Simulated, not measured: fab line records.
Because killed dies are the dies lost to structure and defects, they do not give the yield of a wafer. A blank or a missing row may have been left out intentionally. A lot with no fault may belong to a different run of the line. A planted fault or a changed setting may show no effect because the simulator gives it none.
Comparing a struck lot with a sound one / flow gf180mcu / 16 steps out of a route of 602
Sound: wafers L430.1, L430.3, L430.4. The struck wafers were L439.3, L439.4, L439.6. The cause is named last.
Order at every step that has rows: each side's tool, ch and its chambers, its first start. Under that, the readings that differ: sound wafers / struck wafers / difference of the means / sigmas: that difference in standard deviations of wafers without a fault.
alike: words and numbers the same on both sides, and readings whose means are apart by under 2 such deviations; not compared: readings that were withheld, readings missing a value for some wafer, numbers with overlapping values and no deviation given by the record, and bounds like >300 which may hide the same value.
The two part at a step that has a row with sigmas, a row that says differs or no value, or rows on one side only. Numbers that don't overlap but have no deviation are shown without sigmas and don't part them. A reading that every wafer of one side lacks parts them only if that side has two wafers or more.

first, 4 steps without rows for these wafers: GF_STI_WET_ETCH_26 (etches SiO2 in dHF, target depth 94 nm, time 188 s); GF_STI_WET_ETCH_27 (etches Si3N4 in H3PO4, target depth 160 nm, time 1825 s); GF_STI_WET_ETCH_28 (etches SiO2 in dHF, target depth 20 nm, time 40 s); GF_STI_OXIDATION_29 (stabilise 600 s, purge 300 s, target thk 10 nm).
GF_STI_THK_MEAS_30:
  struck on filmMetro-03, day 5 07:04; sound on filmMetro-03, day 3 09:02
  alike: STI_OXIDATION_02_THK
then, 7 steps without rows for these wafers: GF_DNWELL_DEHYDRATE_00 (time 60 s); GF_DNWELL_HMDS_01 (prime time 60 s); GF_DNWELL_COAT_02 (resist thk 3000 nm); GF_DNWELL_SOFTBAKE_03; GF_DNWELL_EXPOSE_04 (exposes mask DNWELL, target cd 1700 nm); GF_DNWELL_PEB_05; GF_DNWELL_DEVELOP_06 (develop time 60 s).
GF_DNWELL_IMPLANT_07:
  sound on implanter-03 ch 0, day 3 21:49; struck on implanter-01 ch 0, day 5 21:38
reading=implantIonAmu; sound=31 31 31; struck=75 75 75; difference=+44; sigmas=
reading=model.implant.rpNm (nm); sound=1470 1470 1470; struck=872.1 872.1 872.1; difference=-597.9; sigmas=
reading=model.implant.drpNm (nm); sound=197.4 197.4 197.4; struck=219 219 219; difference=+22; sigmas=
  alike: endStationPressureTorr
GF_DNWELL_STRIP_08: strips in O2/N2.
  sound on plasmaAsher-02 ch 0,1, day 3 21:58; struck on plasmaAsher-02 ch 0,1, day 5 21:46
reading=stripTimeToEndpointS (s); sound=37.08 37.07 36.97; struck=36.82 36.69 36.83; difference=-0.26; sigmas=-2
  alike: drypumpMotorCurrentA, heaterPowerW, oesProductAu
  not compared: rfHoursCounterH
GF_DNWELL_TW_MEAS_09:
  struck on filmMetro-01, day 5 22:05; sound on filmMetro-01, day 3 22:04
reading=DNWELL_TW; sound=1361 1365 1357; struck=2550 2550 2547; difference=+1188; sigmas=+99 or more
  not compared: hold
GF_PASSIVATION_PROBE_99:
  the record holds rows for the sound wafers here (prober-01, day 30 18:10) but none for the struck ones

== WHERE THEY PART ==
Earliest at GF_DNWELL_STRIP_08; latest, in this record, at GF_PASSIVATION_PROBE_99.

WHY: whatever the simulator had introduced
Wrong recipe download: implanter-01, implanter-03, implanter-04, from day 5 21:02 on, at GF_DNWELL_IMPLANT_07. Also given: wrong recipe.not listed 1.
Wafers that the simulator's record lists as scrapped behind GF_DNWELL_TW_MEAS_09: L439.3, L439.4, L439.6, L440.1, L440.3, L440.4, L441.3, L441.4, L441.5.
